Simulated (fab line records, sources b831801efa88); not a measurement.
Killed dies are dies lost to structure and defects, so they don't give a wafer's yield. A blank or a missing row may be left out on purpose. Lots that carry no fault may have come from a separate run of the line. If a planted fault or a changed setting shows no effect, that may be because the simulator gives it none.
Commonality check across tools + flow sky130 + Sampled: 13 lots, 39 wafers

WHAT PROMPTED THE OPENING
SKY_NWELL_RS_MEAS_29, reading NWELL_RS: flagged on 2 of 13 lots. Fault-free wafers read 624.4 ohm/sq, with a standard deviation of 1.5.
Rule: flag the lot when none of its wafers has a number, or when each of its wafers that has one lies beyond 4 standard deviations from that mean. The other lots count as sound.

| lot  | measured     | on            | NWELL_RS (ohm/sq), wafer by wafer | flag    |
|------|--------------|---------------|-----------------------------------|---------|
| L730 | day 5 15:48  | film metro-04 | 627.2 626.2 626.7                 |         |
| L731 | day 5 22:58  | film metro-02 | 625.3 625.6 626.2                 |         |
| L734 | day 6 14:33  | film metro-02 | 624.6 624.9 623.7                 |         |
| L735 | day 6 21:22  | film metro-02 | 624.6 624.8 625.6                 |         |
| L736 | day 7 02:14  | film metro-04 | 624.7 623.8 623.9                 |         |
| L737 | day 7 13:33  | film metro-02 | 605.8 607.1 604.8                 | FLAGGED |
| L738 | day 7 21:26  | film metro-02 | 608.7 608.8 610.1                 | FLAGGED |
| L742 | day 8 15:11  | film metro-04 | 624.7 625.2 623.7                 |         |
| L743 | day 8 20:24  | film metro-01 | 620.9 624.7 623.3                 |         |
| L746 | day 9 15:24  | film metro-02 | 623.4 624.8 622.9                 |         |
| L747 | day 9 21:20  | film metro-04 | 622.4 623.4 624.8                 |         |
| L748 | day 10 10:18 | film metro-04 | 623.9 625.2 625.1                 |         |
| L750 | day 10 17:53 | film metro-04 | 622.8 623.2 623.0                 |         |
On average the flagged lots' numbers are 607.5 ohm/sq, which is -16.9 ohm/sq against the usual, or -11 standard deviations.

WHICH TOOL RAN EACH LOT
The record keeps 1 process step preceding the reading, out of 708 steps on the route. Cell contents, in order: the tool; ch with the chambers the sampled wafers went through; the start.
| lot  | flag    | SKY_NWELL_IMPLANT_12           |
|------|---------|--------------------------------|
| L730 |         | implanter-04 ch 0, day 4 20:43 |
| L731 |         | implanter-04 ch 0, day 5 03:56 |
| L734 |         | implanter-01 ch 0, day 5 18:49 |
| L735 |         | implanter-04 ch 0, day 6 01:19 |
| L736 |         | implanter-01 ch 0, day 6 06:01 |
| L737 | FLAGGED | implanter-04 ch 0, day 6 16:43 |
| L738 | FLAGGED | implanter-04 ch 0, day 7 00:16 |
| L742 |         | implanter-02 ch 0, day 7 17:52 |
| L743 |         | implanter-02 ch 0, day 7 22:38 |
| L746 |         | implanter-01 ch 0, day 8 18:13 |
| L747 |         | implanter-02 ch 0, day 9 00:16 |
| L748 |         | implanter-02 ch 0, day 9 12:34 |
| L750 |         | implanter-02 ch 0, day 9 19:07 |
These steps, and what they do:
- SKY_NWELL_IMPLANT_12
- SKY_NWELL_RS_MEAS_29: measures by four-point-probe.

FLAGGED AGAINST TOTAL, ONE TOOL AT A TIME (gauges that did the reading follow at the end)
| step                 | tool          | lots run | flagged | share of the flagged lots | sound lots run after its first flagged lot |
|----------------------|---------------|----------|---------|---------------------------|--------------------------------------------|
| SKY_NWELL_IMPLANT_12 | implanter-01  | 3        | 0       | none                      | -                                          |
| SKY_NWELL_IMPLANT_12 | implanter-02  | 5        | 0       | none                      | -                                          |
| SKY_NWELL_IMPLANT_12 | implanter-04  | 5        | 2       | all                       | 0                                          |
| SKY_NWELL_RS_MEAS_29 | film metro-01 | 1        | 0       | none                      | -                                          |
| SKY_NWELL_RS_MEAS_29 | film metro-02 | 6        | 2       | all                       | 1 (L746)                                   |
| SKY_NWELL_RS_MEAS_29 | film metro-04 | 6        | 0       | none                      | -                                          |

WHAT IS ALLOWED BY THE TABLE
In 2 table rows, all flagged lots were run: implanter-04 (SKY_NWELL_IMPLANT_12), film metro-02 (SKY_NWELL_RS_MEAS_29).
- implanter-04 at SKY_NWELL_IMPLANT_12 ran 5 lots, 2 of them flagged. A fault beginning between L735 (day 6 01:19), its last sound lot, and L737 (day 6 16:43), its first flagged one, fits the data. Its own readings (dose ions cm2, faraday current uA) fall more than 4 standard deviations out on all wafers of the flagged lots.
- film metro-02 at SKY_NWELL_RS_MEAS_29 ran 6 lots, 2 of them flagged. Sound lots ran on it after the first flagged one (L746), which a lasting fault on the whole tool wouldn't allow.
Just one tool remains: implanter-04 at SKY_NWELL_IMPLANT_12.

WHAT THE SIMULATOR PUT IN
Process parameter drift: implanter-04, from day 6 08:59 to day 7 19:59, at SKY_NWELL_IMPLANT_12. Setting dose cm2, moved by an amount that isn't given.
Lots struck among those shown: L737, L738. The rule above reached the same finding.
